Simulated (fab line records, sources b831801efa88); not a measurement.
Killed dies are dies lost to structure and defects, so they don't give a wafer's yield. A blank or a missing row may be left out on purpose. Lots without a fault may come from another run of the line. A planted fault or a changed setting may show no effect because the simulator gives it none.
Problem report in the 8D (eight disciplines) form, filled by code | flow sky130 | the parts of the form that need people (team, actions taken, sign-off) are left out

1. THE PROBLEM
killed_at_contacts at SKY_PAD_OPEN_PROBE_99 reads a mean of 64 on 3 wafers of 2 lots; wafers without a fault read 24 with a standard deviation of 5.6. That is +7.1 standard deviations from the usual mean.
First seen on wafer L714.2, day 49 22:20, on prober-01. The record holds 7 wafers of 3 lots with a number at this step. Rule for "out", or "out of limits": more than 4 standard deviations from the usual mean. The other wafers with a number count as sound.

2. WHAT IT IS AND WHAT IT IS NOT
question                    | is                     | is not
which readings at this step | killed_at_contacts     | killed_at_M0_to_M3, killed_at_M4_up, killed_at_other, killed_open, killed_short
which lots                  | L714, L716             | L707
which wafers of those lots  | L714.2, L714.6, L716.4 | L714.3, L716.3, L716.6
read on which tools         | prober-01              | -
when                        | from day 49 22:20      | up to then (1 sound wafer); but 3 sound wafers of L714, L716 came after

3. SUSPECTS, AND WHAT RULES EACH OUT
Counting: a tool at a process step up to the reading stays a suspect if it ran every lot that is out. Sound lots after the first of them don't rule it out here, since some wafers of a struck lot are sound.
- rie_metal-02 at SKY_LOCAL_INTERCONNECT_ETCH_13 (etches BARC in N2/H2, stops on SiO2, time 45.9 s, target depth 60 nm): kept. It ran every lot that is out, first L714 (day 36 01:31).
- pvd_sputter-03 at SKY_VIA4_SPUTTER_17 (material TiN, target thk 20 nm, time 80 s): kept. It ran every lot that is out, first L714 (day 47 10:25); its last sound lot up to then is L707 (day 45 23:50).
- prober-01 at SKY_PAD_OPEN_PROBE_99: kept. It ran every lot that is out, first L714 (day 49 22:20); its last sound lot up to then is L707 (day 48 16:40). Its own readings are out on those wafers: killed_at_contacts.
- Within rie_metal-02 at SKY_LOCAL_INTERCONNECT_ETCH_13: the wafers that are out ran in chamber 1; their sound lot-mates ran in chamber 0.
Left after counting: rie_metal-02 at SKY_LOCAL_INTERCONNECT_ETCH_13, pvd_sputter-03 at SKY_VIA4_SPUTTER_17, prober-01 at SKY_PAD_OPEN_PROBE_99.

4. THE CAUSE (what the simulator had put in)
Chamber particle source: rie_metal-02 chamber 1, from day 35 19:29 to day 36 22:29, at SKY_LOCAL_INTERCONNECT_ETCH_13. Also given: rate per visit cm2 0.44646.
Counting left 3 suspects, and this tool is among them.

5. THE CHAIN OF EFFECTS, in route order
Each row: a reading whose mean over the struck wafers that have a number lies more than 3 standard deviations from the usual. Only readings for which the record gives a usual standard deviation are gone through. hours: the time from each lot's start at the first step in this table that gives one to its start at this step, as a median over the lots. sigmas: the change in usual standard deviations.
hours | step                  | reading            | usual | on struck wafers | change | sigmas
0     | SKY_PAD_OPEN_PROBE_99 | killed_at_contacts | 24    | 64               | +40    | +7.1
0     | SKY_PAD_OPEN_PROBE_99 | killed_dies        | 86    | 114              | +28    | +3.0
The process steps in it:
- SKY_PAD_OPEN_PROBE_99

6. WHAT WOULD HAVE CAUGHT IT SOONER
In this record the first reading out of limits was taken at day 49 22:20, 339 hours after the fault began at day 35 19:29.
Of the tool readings at SKY_LOCAL_INTERCONNECT_ETCH_13 for which the record gives a usual standard deviation, none was out on any struck wafer, so an alarm limit of 4 standard deviations on them would not have fired.
All the lots that are out (2) had begun SKY_LOCAL_INTERCONNECT_ETCH_13 on rie_metal-02 by day 49 22:20. A hold on the tool at that time would have spared none of them.
